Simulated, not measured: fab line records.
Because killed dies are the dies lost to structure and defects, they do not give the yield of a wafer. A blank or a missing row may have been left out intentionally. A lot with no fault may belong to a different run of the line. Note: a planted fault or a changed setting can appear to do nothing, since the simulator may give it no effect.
fab line records -- flow sky130
record lots=12, wafers=36, last-day=50
route steps=708 shown PWDE@53 VT_ADJUST_HVTP@85 SONOS_ONO@173 LDD_P@263 LDD_LDN@296 PAD_OPEN@708
lots with no fault: from the same line, run without faults
start-h: start of the lot's first displayed wafer, in hours after the record's first day -- wait-h: how many hours have passed since the lot's step before this one -- " repeats the value in the row above -- L1.1+2: one row covering several wafers at once -- - no value, or no start was given -- * or withheld: withheld -- < > ~ a bound
route shown NAME@n: NAME is a module with steps in the file, n the number in the route of the first one -- usual: the fault-free wafers' mean and standard deviation -- same: alike in all rows -- chamber/n: place in a boat -- sites: the reading at each site -- _std_site: the values' standard deviation -- _edge_site: inner sites' mean taken away from outer sites' mean -- radius-mm: how far each site lies from the wafer's centre -- mask NAME#n: copy n -- behind: the tool/chamber that last shaped the wafer -- hold: why the lot was held/for how many hours/how that ended -- device: names the non-switching transistor (n, p or np) -- end of line: at the end of the route, the tests of the same wafers -- a step with no rows: only its recipe -- killed: the dies lost at the first sort to structure and to defects; this is not the yield of the wafer -- map: the dies of a wafer, with x for killed, . for not killed, _ for no die there
set.NAME: the setting the step ran with; set.NAME@STEP: the setting that earlier step ran with -- model.NAME: the simulator's own value behind a step, which no gauge read
the route's steps for a sample of lots (tables are steps, rows are wafers)
services: when a tool's chamber went out of use (start-h, in hours from the record's first day, below 0 if earlier), for how many hours, and the reason
## steps
# step SKY_PWDE_IMPLANT_08
# recipe species=B, energy-kev=150, dose-cm2=3.6e+12, tilt-deg=withheld
# usual dose-ions-cm2=3.601e+12/4.4e+09, faraday-current-uA=20.3/0.37
lot.wafer,tool,chamber,start-h,wait-h,dose-ions-cm2,faraday-current-uA
L199.2,implanter-02,0,71.19,0.0,3.607e+12,19.6
L199.5,implanter-02,0,71.19,0.0,3.603e+12,20.1
L199.6,implanter-02,0,71.19,0.0,3.604e+12,20.0
L202.2,implanter-01,0,88.89,0.0,3.603e+12,20.3
L202.3,implanter-01,0,88.89,0.0,3.598e+12,20.4
L202.4,implanter-01,0,88.89,0.0,3.598e+12,20.7
L203.2,implanter-02,0,92.29,0.0,3.602e+12,20.3
L203.4,implanter-02,0,92.29,0.0,3.602e+12,20.2
L203.6,implanter-02,0,92.29,0.0,3.592e+12,20.4
L204.1,implanter-02,0,96.81,0.0,3.608e+12,19.8
L204.3,implanter-02,0,96.81,0.0,3.607e+12,20.9
L204.6,implanter-02,0,96.81,0.0,3.606e+12,21.0
L207.1,implanter-02,0,111.25,0.0,4.035e+12,22.4
L207.5,implanter-02,0,111.25,0.0,4.034e+12,22.8
L207.6,implanter-02,0,111.25,0.0,4.035e+12,23.3
L209.4,implanter-02,0,121.59,0.1,4.033e+12,22.7
L209.5,implanter-02,0,121.59,0.1,4.042e+12,23.1
L209.6,implanter-02,0,121.59,0.1,4.043e+12,22.2
L215.1,implanter-03,0,161.29,0.0,3.599e+12,20.8
L215.4,implanter-03,0,161.29,0.0,3.602e+12,20.5
L215.6,implanter-03,0,161.29,0.0,3.604e+12,20.0
L217.1,implanter-01,0,168.74,0.0,3.59e+12,20.2
L217.3,implanter-01,0,168.74,0.0,3.603e+12,19.9
L217.5,implanter-01,0,168.74,0.0,3.602e+12,20.4
L218.3,implanter-02,0,178.19,0.1,3.602e+12,20.6
L218.4,implanter-02,0,178.19,0.1,3.603e+12,20.5
L218.6,implanter-02,0,178.19,0.1,3.606e+12,20.1
L219.1,implanter-01,0,183.39,0.0,3.593e+12,20.1
L219.5,implanter-01,0,183.39,0.0,3.592e+12,20.3
L219.6,implanter-01,0,183.39,0.0,3.594e+12,20.6
L221.1,implanter-02,0,191.65,0.0,3.603e+12,20.3
L221.2,implanter-02,0,191.65,0.0,3.598e+12,20.4
L221.5,implanter-02,0,191.65,0.0,3.606e+12,20.2
L222.3,implanter-02,0,196.51,0.1,3.598e+12,21.0
L222.5,implanter-02,0,196.51,0.1,3.602e+12,19.7
L222.6,implanter-02,0,196.51,0.1,3.598e+12,20.2
# step SKY_PWDE_TW_MEAS_10
# usual PWDE_TW=376/3.3
lot.wafer,tool,chamber,start-h,wait-h,PWDE_TW
L199.2,film-metro-04,-,71.42,0.1,370
L199.5,film-metro-04,-,71.42,0.1,372
L199.6,film-metro-04,-,71.42,0.1,374
L202.2,film-metro-04,-,89.12,0.1,372
L202.3,film-metro-04,-,89.12,0.1,374
L202.4,film-metro-04,-,89.12,0.1,372
L203.2,film-metro-02,-,92.52,0.1,377
L203.4,film-metro-02,-,92.52,0.1,376
L203.6,film-metro-02,-,92.52,0.1,379
L204.1,film-metro-04,-,97.06,0.1,375
L204.3,film-metro-04,-,97.06,0.1,375
L204.6,film-metro-04,-,97.06,0.1,375
L207.1,film-metro-04,-,111.50,0.1,386
L207.5,film-metro-04,-,111.50,0.1,387
L207.6,film-metro-04,-,111.50,0.1,387
L209.4,film-metro-03,-,121.79,0.1,387
L209.5,film-metro-03,-,121.79,0.1,386
L209.6,film-metro-03,-,121.79,0.1,386
L215.1,film-metro-04,-,161.54,0.1,375
L215.4,film-metro-04,-,161.54,0.1,376
L215.6,film-metro-04,-,161.54,0.1,375
L217.1,film-metro-02,-,168.99,0.1,382
L217.3,film-metro-02,-,168.99,0.1,378
L217.5,film-metro-02,-,168.99,0.1,381
L218.3,film-metro-02,-,178.41,0.1,379
L218.4,film-metro-02,-,178.41,0.1,376
L218.6,film-metro-02,-,178.41,0.1,380
L219.1,film-metro-02,-,183.64,0.1,379
L219.5,film-metro-02,-,183.64,0.1,380
L219.6,film-metro-02,-,183.64,0.1,379
L221.1,film-metro-02,-,191.90,0.1,380
L221.2,film-metro-02,-,191.90,0.1,380
L221.5,film-metro-02,-,191.90,0.1,380
L222.3,film-metro-02,-,196.73,0.1,381
L222.5,film-metro-02,-,196.73,0.1,381
L222.6,film-metro-02,-,196.73,0.1,379
# step SKY_NWELL_RS_MEAS_31
# recipe thk-meas-gauge=four-point-probe
# usual PWDE_RS=5280/16
lot.wafer,tool,chamber,start-h,wait-h,hold,PWDE_RS[ohm/sq]
L199.2,film-metro-02,-,106.10,0.1,-,5274
L199.5,film-metro-02,-,106.10,0.1,-,5296
L199.6,film-metro-02,-,106.10,0.1,-,5298
L202.2,film-metro-04,-,124.73,0.1,-,5284
L202.3,film-metro-04,-,124.73,0.1,-,5271
L202.4,film-metro-04,-,124.73,0.1,-,5285
L203.2,film-metro-04,-,129.16,0.1,-,5302
L203.4,film-metro-04,-,129.16,0.1,-,5292
L203.6,film-metro-04,-,129.16,0.1,-,5289
L204.1,film-metro-04,-,132.91,0.1,-,5263
L204.3,film-metro-04,-,132.91,0.1,-,5288
L204.6,film-metro-04,-,132.91,0.1,-,5274
L207.1,film-metro-02,-,149.83,0.1,await-dispo/0.2h/release,4832
L207.5,film-metro-02,-,149.83,0.1,await-dispo/0.2h/release,4819
L207.6,film-metro-02,-,149.83,0.1,await-dispo/0.2h/release,4812
L207.1,film-metro-02,-,150.25,0.4,-,4834
L207.5,film-metro-02,-,150.25,0.4,-,4829
L207.6,film-metro-02,-,150.25,0.4,-,4806
L209.4,film-metro-02,-,160.77,0.1,await-dispo/0.2h/release,4821
L209.5,film-metro-02,-,160.77,0.1,await-dispo/0.2h/release,4808
L209.6,film-metro-02,-,160.77,0.1,await-dispo/0.2h/release,4830
L209.4,film-metro-02,-,161.08,0.3,-,4813
L209.5,film-metro-02,-,161.08,0.3,-,4807
L209.6,film-metro-02,-,161.08,0.3,-,4820
L215.1,film-metro-04,-,205.18,0.1,-,5270
L215.4,film-metro-04,-,205.18,0.1,-,5279
L215.6,film-metro-04,-,205.18,0.1,-,5293
L217.1,film-metro-03,-,212.69,0.1,-,5284
L217.3,film-metro-03,-,212.69,0.1,-,5254
L217.5,film-metro-03,-,212.69,0.1,-,5272
L218.3,film-metro-04,-,222.20,0.1,-,5275
L218.4,film-metro-04,-,222.20,0.1,-,5275
L218.6,film-metro-04,-,222.20,0.1,-,5272
L219.1,film-metro-03,-,228.31,0.1,-,5274
L219.5,film-metro-03,-,228.31,0.1,-,5284
L219.6,film-metro-03,-,228.31,0.1,-,5293
L221.1,film-metro-04,-,237.09,0.1,-,5307
L221.2,film-metro-04,-,237.09,0.1,-,5310
L221.5,film-metro-04,-,237.09,0.1,-,5276
L222.3,film-metro-04,-,242.63,0.1,-,5263
L222.5,film-metro-04,-,242.63,0.1,-,5232
L222.6,film-metro-04,-,242.63,0.1,-,5245
# step SKY_VT_ADJUST_HVTP_DEHYDRATE_00
# recipe temp-c=200, time-s=60
lot.wafer,tool,chamber,start-h,wait-h,hold
L199.2+5+6,litho-track-03,0,113.42,7.3,-
L202.2+3+4,litho-track-03,0,133.57,8.8,-
L203.2+4+6,litho-track-04,0,138.33,9.1,-
L204.1+3+6,litho-track-04,0,142.01,9.1,-
L207.1+5+6,litho-track-03,0,158.99,8.7,await-dispo/3.2h/release
L209.4+5+6,litho-track-02,0,170.33,9.2,await-dispo/5.8h/release
L215.1+4+6,litho-track-02,0,215.96,10.8,-
L217.1+3+5,litho-track-03,0,223.29,10.6,-
L218.3+4+6,litho-track-04,0,232.96,10.7,-
L219.1+5+6,litho-track-04,0,239.36,11.0,-
L221.1+2+5,litho-track-03,0,248.84,11.7,-
L222.3+5+6,litho-track-02,0,254.46,11.8,-
# step SKY_SONOS_ONO_THK_MEAS_05
# recipe reads=SiO2_of_SONOS_ONO_CVD_04
# usual SONOS_ONO_CVD_04_THK=5.76/0.12
lot.wafer,tool,chamber,start-h,wait-h,SONOS_ONO_CVD_04_THK[nm]
L199.2,film-metro-04,-,257.36,0.0,5.57
L199.5,film-metro-04,-,257.36,0.0,5.60
L199.6,film-metro-04,-,257.36,0.0,5.66
L202.2,film-metro-03,-,282.20,0.0,5.68
L202.3,film-metro-03,-,282.20,0.0,5.74
L202.4,film-metro-03,-,282.20,0.0,5.73
L203.2,film-metro-04,-,284.81,0.0,5.70
L203.4,film-metro-04,-,284.81,0.0,5.80
L203.6,film-metro-04,-,284.81,0.0,5.81
L204.1,film-metro-01,-,296.14,0.0,5.63
L204.3,film-metro-01,-,296.14,0.0,5.63
L204.6,film-metro-01,-,296.14,0.0,5.64
L207.1,film-metro-04,-,318.51,0.0,5.77
L207.5,film-metro-04,-,318.51,0.0,5.79
L207.6,film-metro-04,-,318.51,0.0,5.72
L209.4,film-metro-01,-,332.23,0.0,5.97
L209.5,film-metro-01,-,332.23,0.0,6.01
L209.6,film-metro-01,-,332.23,0.0,5.98
L215.1,film-metro-03,-,392.68,0.0,5.85
L215.4,film-metro-03,-,392.68,0.0,5.75
L215.6,film-metro-03,-,392.68,0.0,5.76
L217.1,film-metro-01,-,399.55,0.0,5.62
L217.3,film-metro-01,-,399.55,0.0,5.49
L217.5,film-metro-01,-,399.55,0.0,5.58
L218.3,film-metro-04,-,412.76,0.0,5.91
L218.4,film-metro-04,-,412.76,0.0,6.00
L218.6,film-metro-04,-,412.76,0.0,5.91
L219.1,film-metro-01,-,416.77,0.0,5.60
L219.5,film-metro-01,-,416.77,0.0,5.60
L219.6,film-metro-01,-,416.77,0.0,5.66
L221.1,film-metro-03,-,432.48,0.0,5.91
L221.2,film-metro-03,-,432.48,0.0,5.82
L221.5,film-metro-03,-,432.48,0.0,5.86
L222.3,film-metro-03,-,440.27,0.0,5.74
L222.5,film-metro-03,-,440.27,0.0,5.81
L222.6,film-metro-03,-,440.27,0.0,5.85
# step SKY_LDD_P_OVL_MEAS_08
# usual LDD_P_OVL=-0.1/1.3
lot.wafer,tool,chamber,start-h,wait-h,LDD_P_OVL[nm]
L199.2,overlay-01,-,432.62,0.1,-1.5
L199.5,overlay-01,-,432.62,0.1,-0.2
L199.6,overlay-01,-,432.62,0.1,-0.3
L202.2,overlay-02,-,463.05,0.1,-0.4
L202.3,overlay-02,-,463.05,0.1,1.0
L202.4,overlay-02,-,463.05,0.1,-1.2
L203.2,overlay-02,-,470.35,0.1,-0.2
L203.4,overlay-02,-,470.35,0.1,1.0
L203.6,overlay-02,-,470.35,0.1,-0.6
L204.1,overlay-01,-,481.89,0.1,-0.5
L204.3,overlay-01,-,481.89,0.1,0.1
L204.6,overlay-01,-,481.89,0.1,1.3
L207.1,overlay-01,-,504.86,0.1,1.0
L207.5,overlay-01,-,504.86,0.1,0.1
L207.6,overlay-01,-,504.86,0.1,1.4
L209.4,overlay-01,-,523.01,0.1,1.4
L209.5,overlay-01,-,523.01,0.1,-0.3
L209.6,overlay-01,-,523.01,0.1,-0.4
L215.1,overlay-02,-,583.06,0.1,1.6
L215.4,overlay-02,-,583.06,0.1,1.0
L215.6,overlay-02,-,583.06,0.1,1.8
L217.1,overlay-02,-,592.52,0.1,0.5
L217.3,overlay-02,-,592.52,0.1,1.4
L217.5,overlay-02,-,592.52,0.1,0.4
L218.3,overlay-01,-,604.10,0.1,-2.7
L218.4,overlay-01,-,604.10,0.1,-2.1
L218.6,overlay-01,-,604.10,0.1,-0.3
L219.1,overlay-01,-,609.94,0.1,0.8
L219.5,overlay-01,-,609.94,0.1,0.5
L219.6,overlay-01,-,609.94,0.1,0.0
L221.1,overlay-01,-,621.22,0.1,0.3
L221.2,overlay-01,-,621.22,0.1,0.3
L221.5,overlay-01,-,621.22,0.1,-2.6
L222.3,overlay-02,-,629.17,0.1,-0.3
L222.5,overlay-02,-,629.17,0.1,-2.1
L222.6,overlay-02,-,629.17,0.1,-0.3
# step SKY_LDD_LDN_OVL_MEAS_07
# usual LDD_LDN_OVL=-1.8/1.2
lot.wafer,tool,chamber,start-h,wait-h,LDD_LDN_OVL[nm]
L199.2,overlay-01,-,525.23,0.1,-0.6
L199.5,overlay-01,-,525.23,0.1,-0.7
L199.6,overlay-01,-,525.23,0.1,-2.4
L202.2,overlay-01,-,554.36,0.1,-2.3
L202.3,overlay-01,-,554.36,0.1,-0.5
L202.4,overlay-01,-,554.36,0.1,0.0
L203.2,overlay-02,-,562.01,0.1,-1.8
L203.4,overlay-02,-,562.01,0.1,-4.3
L203.6,overlay-02,-,562.01,0.1,-2.7
L204.1,overlay-01,-,572.46,0.1,-1.6
L204.3,overlay-01,-,572.46,0.1,-1.9
L204.6,overlay-01,-,572.46,0.1,-3.0
L207.1,overlay-02,-,594.62,0.1,-1.7
L207.5,overlay-02,-,594.62,0.1,-2.4
L207.6,overlay-02,-,594.62,0.1,-3.5
L209.4,overlay-01,-,610.47,0.1,-2.0
L209.5,overlay-01,-,610.47,0.1,-1.0
L209.6,overlay-01,-,610.47,0.1,-1.6
L215.1,overlay-02,-,669.00,0.1,-1.6
L215.4,overlay-02,-,669.00,0.1,-1.9
L215.6,overlay-02,-,669.00,0.1,-1.9
L217.1,overlay-01,-,677.97,0.1,-1.2
L217.3,overlay-01,-,677.97,0.1,-0.5
L217.5,overlay-01,-,677.97,0.1,-1.5
L218.3,overlay-02,-,690.52,0.1,-0.7
L218.4,overlay-02,-,690.52,0.1,-1.9
L218.6,overlay-02,-,690.52,0.1,0.4
L219.1,overlay-01,-,696.36,0.1,-1.7
L219.5,overlay-01,-,696.36,0.1,-1.1
L219.6,overlay-01,-,696.36,0.1,-0.9
L221.1,overlay-02,-,706.21,0.1,-0.6
L221.2,overlay-02,-,706.21,0.1,-0.5
L221.5,overlay-02,-,706.21,0.1,0.5
L222.3,overlay-02,-,714.47,0.1,-0.9
L222.5,overlay-02,-,714.47,0.1,-3.0
L222.6,overlay-02,-,714.47,0.1,-4.4
# step SKY_PAD_OPEN_PROBE_99
# usual killed_at_M0_to_M3=43/7.6, killed_at_M4_up=2.9/1.7, killed-at-contacts=24/5.5, killed-at-front-end=15/4.2, killed-at-other=0.3/0.52, killed-dies=86/9.4, killed-open=47/7, killed-short=39/6.4
# same gross-dies=492, killed-at-back-side=0
lot.wafer,tool,chamber,start-h,wait-h,killed_at_M0_to_M3,killed_at_M4_up,killed-at-contacts,killed-at-front-end,killed-at-other,killed-dies,killed-open,killed-short
L207.1,prober-02,-,1122.48,0.1,36,7,21,17,0,81,45,36
L207.5,prober-02,-,1122.68,0.2,43,2,36,16,2,99,51,47
L207.6,prober-02,-,1122.73,0.2,38,2,27,13,0,80,35,44
# killed by level:class
L207.1 VIA1:geometric-particle:open=9 LI_CONTACT:geometric-particle:open=8 FIELD_ISO:geometric-particle:short=5 VIA3:geometric-particle:open=5 CONTACT:geometric-particle:open=5 VIA2:geometric-particle:open=4 POLY_GATE:geometric-particle:short=4 LOCAL_INTERCONNECT:geometric-particle:open=4
L207.5 CONTACT:geometric-particle:open=14 VIA2:geometric-particle:open=8 LI_CONTACT:geometric-particle:open=7 CONTACT:geometric-particle:short=7 LOCAL_INTERCONNECT:geometric-particle:short=6 METAL1:geometric-particle:short=6 VIA1:geometric-particle:short=6 METAL2:geometric-particle:short=6
L207.6 CONTACT:geometric-particle:open=8 LI_CONTACT:geometric-particle:open=8 VIA1:geometric-particle:short=7 LI_CONTACT:geometric-particle:short=6 METAL2:geometric-particle:short=6 VIA2:geometric-particle:short=5 VIA1:geometric-particle:open=4 VIA2:geometric-particle:open=4
## services
tool,chamber,start-h,hours,kind
implanter-02,-,56.71,1.7,repair
implanter-03,-,74.66,71.3,pm
implanter-02,-,76.67,2.6,repair
implanter-01,-,79.69,4.4,repair
implanter-01,-,144.19,8.0,repair
implanter-02,-,147.09,3.7,repair
implanter-03,-,163.28,9.8,repair
litho-track-04,-,201.95,-,consumable-replace:filter
implanter-03,-,232.77,2.1,repair
implanter-02,-,252.25,2.7,repair
## key
first-sign step=SKY_PWDE_IMPLANT_08, reading=dose-ions-cm2, direction=up, sigmas=99+, usual=*, struck=*
effect step=SKY_PWDE_IMPLANT_08, reading=faraday-current-uA, direction=up, sigmas=6.6, usual=20.3, struck=22.7
effect step=SKY_PWDE_TW_MEAS_10, reading=PWDE_TW, direction=up, sigmas=3.1, usual=376, struck=387
effect step=SKY_NWELL_RS_MEAS_31, reading=PWDE_RS, direction=down, sigmas=29, usual=5280, struck=4820
met-at SKY_PWDE_IMPLANT_08
struck-lots L207,L209
tester-left-out L207,L209
not-acting-at SKY_SONOS_ONO_THK_MEAS_05,SKY_LDD_P_OVL_MEAS_08,SKY_LDD_LDN_OVL_MEAS_07
onset-between 96.81 111.25
fault kind=process-parameter-drift, tool=implanter-02, chamber=-, onset-h=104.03, steps=SKY_PWDE_IMPLANT_08, channel=dose-cm2, offset=*, shape=step, end-h=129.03, acts-in=*, stated=*
# tester-left-out: of these lots the tester's yield and bins aren't shown, on N5 and GAA mostly nor the transistor test; their killed dies are dies lost to structure and defects alone, not to doping, threshold or leakage, so they don't give the yield
